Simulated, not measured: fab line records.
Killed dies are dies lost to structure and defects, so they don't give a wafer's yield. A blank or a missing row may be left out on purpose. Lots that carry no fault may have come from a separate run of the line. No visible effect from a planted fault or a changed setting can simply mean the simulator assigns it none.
Which of the tools did it? | flow sky130 | 45 wafers from 15 lots sampled at 2 of the route's 708 steps

== WHAT THE GAUGES SHOWED, per wafer ==
SKY_VT_ADJUST_HVTR_TW_MEAS_11.
lot  | measured     | on            | VT_ADJUST_HVTR_TW
L404 | day 9 12:38  | film metro-01 | 211.8 212.1 212.9
L405 | day 10 01:27 | film metro-04 | 211.6 210.9 212.1
L406 | day 10 05:51 | film metro-04 | 211.8 211.6 212.0
L407 | day 10 11:24 | film metro-03 | 209.4 209.3 209.4
L408 | day 10 19:37 | film metro-01 | 211.5 212.4 211.2
L409 | day 11 01:52 | film metro-01 | 209.6 209.1 210.2
L410 | day 11 11:33 | film metro-04 | 165.2 165.7 165.2 165.2 164.8 166.0
L413 | day 12 04:29 | film metro-04 | 165.5 165.3 165.1 164.7 165.4 166.6
L414 | day 12 11:19 | film metro-01 | 166.6 166.7 165.7 166.3 167.5 166.3
L419 | day 14 02:15 | film metro-04 | 208.9 209.4 208.8
L423 | day 15 06:54 | film metro-03 | 209.1 209.1 208.9
L424 | day 15 12:13 | film metro-03 | 209.7 210.3 208.5
L425 | day 15 17:16 | film metro-03 | 210.0 208.9 209.5
L426 | day 16 06:05 | film metro-04 | 209.2 208.6 209.6
L427 | day 16 15:32 | film metro-04 | 208.9 208.4 208.7

== EACH LOT AND THE TOOL THAT RAN IT (in order: tool; ch and the chambers of the sampled wafers; start) ==
lot  | SKY_VT_ADJUST_HVTR_IMPLANT_09
L404 | implanter-04 ch 0, day 9 12:23
L405 | implanter-03 ch 0, day 10 01:14
L406 | implanter-02 ch 0, day 10 05:36
L407 | implanter-02 ch 0, day 10 11:09
L408 | implanter-04 ch 0, day 10 19:22
L409 | implanter-02 ch 0, day 11 01:39
L410 | implanter-02 ch 0, day 11 11:18
L413 | implanter-02 ch 0, day 12 04:14
L414 | implanter-02 ch 0, day 12 11:04
L419 | implanter-04 ch 0, day 14 02:02
L423 | implanter-02 ch 0, day 15 06:39
L424 | implanter-04 ch 0, day 15 11:58
L425 | implanter-03 ch 0, day 15 17:01
L426 | implanter-02 ch 0, day 16 05:52
L427 | implanter-02 ch 0, day 16 15:17
- SKY_VT_ADJUST_HVTR_IMPLANT_09

== WHAT THE TOOLS THEMSELVES READ (means of the sampled wafers that have a number; where no wafer has one, the mark that the record gives instead) ==
SKY_VT_ADJUST_HVTR_IMPLANT_09.
lot  | tool         | dose ions cm2 | faraday current uA
L404 | implanter-04 | 2.0973e+12    | 11.76
L405 | implanter-03 | 2.0999e+12    | 11.65
L406 | implanter-02 | 2.1004e+12    | 11.83
L407 | implanter-02 | 2.0985e+12    | 11.82
L408 | implanter-04 | 2.0997e+12    | 11.72
L409 | implanter-02 | 2.1004e+12    | 11.91
L410 | implanter-02 | 8.9433e+11    | 5.09
L413 | implanter-02 | 8.9360e+11    | 5.01
L414 | implanter-02 | 8.9510e+11    | 4.97
L419 | implanter-04 | 2.1007e+12    | 11.77
L423 | implanter-02 | 2.1007e+12    | 11.88
L424 | implanter-04 | 2.1005e+12    | 11.63
L425 | implanter-03 | 2.0998e+12    | 11.83
L426 | implanter-02 | 2.1004e+12    | 11.74
L427 | implanter-02 | 2.0996e+12    | 11.76

== THE ANSWER, worked out from the rows above alone ==
Rule: usual is defined by the lots themselves. The widest of any qualifying gaps counts: lots, ordered by their means at a reading, are off when they make up no more than a third of the lots, leave a main group of 4 or more, and stand apart from it by 3 or more times the standard deviation of that group's means. A main group is skipped when, at the precision printed for the reading in the tables above, its means are all equal. Also off: a lot with no number at a reading for which 4 or more lots have one. All remaining lots with rows at the step are treated as sound. Order of review: gauges by route order, followed by the tools' own readings, for which a lot's mean as printed above is used. The first step at which some lot is off is used, and at that step the reading that is off furthest; a lot without a number counts as furthest.
Off: at SKY_VT_ADJUST_HVTR_TW_MEAS_11 (VT_ADJUST_HVTR_TW), L410, L413, L414. The main group: mean 210.1, standard deviation 1.3.
A tool fits if, at a process step before that reading, it ran every lot that is off, and no sound lot after the first of them. The gauges at SKY_VT_ADJUST_HVTR_TW_MEAS_11 aren't tried: what is off there is off at SKY_VT_ADJUST_HVTR_IMPLANT_09 too, on other tools, and a gauge's error can't cause that. Not one of the candidates tried fits.

== WHAT THE SIMULATOR HAD INSERTED ==
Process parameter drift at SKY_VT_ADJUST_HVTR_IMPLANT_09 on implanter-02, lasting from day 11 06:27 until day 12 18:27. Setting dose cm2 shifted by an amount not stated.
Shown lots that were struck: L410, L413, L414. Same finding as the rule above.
